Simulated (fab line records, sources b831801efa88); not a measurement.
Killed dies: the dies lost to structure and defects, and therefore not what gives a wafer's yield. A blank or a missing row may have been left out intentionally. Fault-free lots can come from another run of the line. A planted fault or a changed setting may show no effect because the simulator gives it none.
Problem report in the 8D (eight disciplines) form, filled by code ; flow gf180mcu ; the parts of the form that need people (team, actions taken, sign-off) are left out

== 1. WHAT IS WRONG ==
Mean SALICIDE_TIN_RS at GF_SALICIDE_RS_MEAS_04: 13.97 ohm/sq over 6 wafers in 2 lots; fault-free wafers: 16.34 ohm/sq, standard deviation 0.27. That is -8.8 standard deviations from the usual mean.
The step: measures by four-point-probe.
The first sign was on wafer L198.1 at day 18 23:04, on film_metro-04. At this step, 36 wafers from 12 lots have a number in the record. By rule, "out" or "out of limits" means more than 4 standard deviations away from the usual mean. All remaining wafers that have a number are taken as sound.

== 2. WHAT IT IS AND WHAT IT IS NOT ==
question;is;is not
which readings at this step;SALICIDE_TIN_RS;-
which lots;L198, L199;L188, L189, L200, L203, L204, L205, L207, L209, L210, L211
which wafers of those lots;all that have a number;-
read on which gauges;film_metro-04;film_metro-02, film_metro-03
when;from day 18 23:04;"up to then (6 sound wafers); but 24 sound wafers of L200, L203, L204, L205, L207, L209, L210, L211 came after"

== 3. THE SUSPECTS, EACH WITH WHAT RULES IT OUT ==
Counting: a tool stays on the suspect list if, at a process step up to the reading, it processed all lots that are out and no sound lot following the first of them.
- the gauge at GF_SALICIDE_RS_MEAS_04: kept. All the wafers that are out were read on film_metro-04, and no step on other tools shows them out.
- pvd_sputter-04 at GF_SALICIDE_SPUTTER_03 (material TiN, target thk 20 nm, time 16.7 s): kept. Every lot that is out went through it, starting with L198 (day 18 23:02), and after that it ran no sound lot; the last sound lot it ran before then is L189 (day 15 07:06).
What counting leaves: pvd_sputter-04 at GF_SALICIDE_SPUTTER_03 and film_metro-04 at GF_SALICIDE_RS_MEAS_04.

== 4. THE CAUSE (what the simulator had put in) ==
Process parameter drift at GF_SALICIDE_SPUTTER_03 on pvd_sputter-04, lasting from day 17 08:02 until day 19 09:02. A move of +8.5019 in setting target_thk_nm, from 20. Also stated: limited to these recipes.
Counting left 2 suspects, and this tool is among them.

== 5. SEQUENCE OF EFFECTS, ordered by route ==
Rows list readings where the struck wafers' mean (over those with a number) sits beyond 3 standard deviations from the usual. Only readings for which the record gives a usual standard deviation are gone through. hours: the time from each lot's start at the first step in this table that gives one to its start at this step, as a median over the lots. sigmas: the change in usual standard deviations.
hours;step;reading;usual;on struck wafers;change;sigmas
0;GF_SALICIDE_RS_MEAS_04;SALICIDE_TIN_RS;16.34 ohm/sq;13.97;-2.37;-8.8
0;GF_SALICIDE_THK_MEAS_05;SALICIDE_TIN_THK;19.80 nm;28.38;+8.58;+43
At these later measuring or inspecting steps, every struck wafer for which the step has a row has a number for every such reading, and none has moved that far: GF_CONTACT_THK_MEAS_01.

== 6. HOW IT WOULD HAVE BEEN CAUGHT EARLIER ==
In this record the first reading out of limits at a measuring or inspecting step was taken at day 18 23:04, 39 hours after the fault began at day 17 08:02.
Of the tool readings at GF_SALICIDE_SPUTTER_03 for which the record gives a usual standard deviation, none was out on any struck wafer, so an alarm limit of 4 standard deviations on them would not have fired.
Of the lots that are out (2), L199 began GF_SALICIDE_SPUTTER_03 on pvd_sputter-04 after day 18 23:04. It would have been spared by a hold on the tool at that moment.
